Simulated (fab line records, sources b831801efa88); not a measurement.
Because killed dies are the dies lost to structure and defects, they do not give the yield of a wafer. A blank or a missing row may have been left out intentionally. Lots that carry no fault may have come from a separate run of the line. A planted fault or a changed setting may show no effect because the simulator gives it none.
A single fault, viewed from 2 desks :: flow sky130 :: what lay behind the numbers comes last; until then each desk has only its own

DESK OF THE TOOL OWNER: rie metal-03
The tool's own readings at SKY_METAL2_ETCH_18 (etches BARC in N2/H2, stops on SiO2, time 45.9 s, target depth 60 nm): means of the sampled wafers that have a number, for each lot that ran on this tool. The brackets show how far a lot's mean lies from the usual mean; more than 4 standard deviations puts the lot out of limits, marked OUT.
Columns: A = drypump motor current A at SKY_METAL2_ETCH_18, usual 5.8 A; B = h2 flow sccm at SKY_METAL2_ETCH_18, usual 200.1 sccm; C = n2 flow sccm at SKY_METAL2_ETCH_18, usual 99.94 sccm; D = oes product au at SKY_METAL2_ETCH_18, usual 0.855 a.u.; E = throttle valve pct at SKY_METAL2_ETCH_18, usual 13.224 %
lot: L229
first seen here: day 35 13:54
A: 5.5
B: 199.7
C: 100.17
D: 0.855
E: 13.226

lot: L232
first seen here: day 35 23:02
A: 5.6
B: 200.1
C: 100.25
D: 0.850
E: 13.223

lot: L237
first seen here: day 37 13:03
A: 5.3
B: 199.3
C: 99.75
D: 0.859
E: 13.217

lot: L245
first seen here: day 40 07:26
A: 5.6
B: 199.8
C: 100.10
D: 0.857
E: 13.219

lot: L252
first seen here: day 42 00:30
A: 5.5
B: 199.9
C: 100.11
D: 0.855
E: 13.218
Finding of this desk: none of the 5 lots has anything out of limits.

FROM THE METROLOGY DESK
Lot by lot, what the gauges showed, no matter which tool ran the lot: averages of those sampled wafers that carry a number. The brackets show how far a lot's mean lies from the usual mean; more than 4 standard deviations puts the lot out of limits, marked OUT.
Columns: A = SD_P_OVL at SKY_SD_P_OVL_MEAS_08, usual 1.5 nm
lot: L229
first seen here: day 25 22:34
A: 0.8

lot: L232
first seen here: day 26 12:00
A: 2.0

lot: L237
first seen here: day 28 02:49
A: -0.9

lot: L243
first seen here: day 30 17:54
A: 2.3

lot: L245
first seen here: day 31 05:02
A: 2.8

lot: L247
first seen here: day 31 17:41
A: 3.8

lot: L248
first seen here: day 31 23:22
A: -0.7

lot: L249
first seen here: day 32 01:26
A: 0.6

lot: L250
first seen here: day 32 16:13
A: 0.3

lot: L252
first seen here: day 33 01:27
A: 0.6
Finding of this desk: none of the 10 lots has anything out of limits.

TAKEN TOGETHER
The desk of the tool owner found nothing out of limits.
At the metrology desk, nothing out of limits was observed.

WHAT THE SIMULATOR HAD INSERTED
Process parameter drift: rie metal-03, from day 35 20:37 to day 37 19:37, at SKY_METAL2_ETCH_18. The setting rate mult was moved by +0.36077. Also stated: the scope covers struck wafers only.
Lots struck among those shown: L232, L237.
